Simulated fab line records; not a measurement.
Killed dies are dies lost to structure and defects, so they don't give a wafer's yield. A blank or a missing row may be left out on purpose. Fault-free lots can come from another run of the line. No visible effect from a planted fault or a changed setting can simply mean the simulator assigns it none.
8D (eight disciplines) problem report, filled in by code	flow sky130	the parts of the form that need people (team, actions taken, sign-off) are left out

== 1. PROBLEM STATEMENT ==
Wafers without a fault read 99.98 W, standard deviation 0.26; bias-w at SKY_POLY_GATE_ETCH_17 reads a mean of 118.10 W on 3 wafers belonging to 2 lots. That puts it +70 standard deviations away from the usual mean.
The step: etches poly-Si in HBr/Cl2, stops on SiO2, target depth 180 nm, time 70.5 s.
First seen on wafer L363.2, day 22 20:31, on rie-si-01. The record holds 18 wafers of 6 lots with a number at this step. Rule for "out" (also "out of limits"): further than 4 standard deviations from the usual mean. The other wafers with a number count as sound.

== 2. WHAT THIS IS AND IS NOT ==
question	is	is not
which readings at this step	bias-w	HBr_flow_sccm, chamber-pressure-mTorr, drypump-motor-current-A, oes-product-au, throttle-valve-pct
which lots	L363, L366	L349, L355, L357, L364
which wafers of those lots	L363.2, L363.4, L366.1	L363.6, L366.2, L366.6
read on which tools	rie-si-01	rie-si-02
when	from day 22 20:31	up to then (13 sound wafers); but 2 sound wafers of L366 came after

== 3. SUSPECTS, AND WHAT RULES EACH OUT ==
Counting: if a tool at a process step up to the reading ran every lot that is out, it stays a suspect. Sound lots after the first of them don't rule it out here, since some wafers of a struck lot are sound.
- rie-si-01 at SKY_POLY_GATE_ETCH_17 (etches poly-Si in HBr/Cl2, stops on SiO2, target depth 180 nm, time 70.5 s): kept. Ran every lot that is out, first one L363 (day 22 20:31); last sound lot up to then L349 (day 18 09:55). On those wafers its own readings are out: bias-w.
- rie-si-01, SKY_POLY_GATE_ETCH_17: wafers that are out in chamber 0, sound lot-mates in chambers 1, 3.
After counting, what remains is rie-si-01 at SKY_POLY_GATE_ETCH_17.

== 4. THE CAUSE (what the simulator had put in) ==
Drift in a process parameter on rie-si-01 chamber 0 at SKY_POLY_GATE_ETCH_17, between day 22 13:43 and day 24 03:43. From 100, the setting bias-w moved by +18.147. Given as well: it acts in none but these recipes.
Only this tool survived the counting.

== 5. THE CHAIN OF EFFECTS, in route order ==
One row per reading whose mean, taken over the struck wafers that have a number, lies over 3 standard deviations from the usual. Readings are gone through only where the record gives a usual standard deviation; hours: the median, over the lots, of the time from a lot's start at the first step in this table giving one to that lot's start at this step; sigmas: the change measured in usual standard deviations.
hours	step	reading	usual	on struck wafers	change	sigmas
0	SKY_POLY_GATE_ETCH_17	bias-w	99.98 W	118.10	+18.12	+70
It contains these process steps:
- SKY_POLY_GATE_ETCH_17: etches poly-Si in HBr/Cl2, stops on SiO2, target depth 180 nm, time 70.5 s.

== 6. HOW IT WOULD HAVE BEEN CAUGHT EARLIER ==
In this record the first reading out of limits was taken at day 22 20:31, 7 hours after the fault began at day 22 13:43.
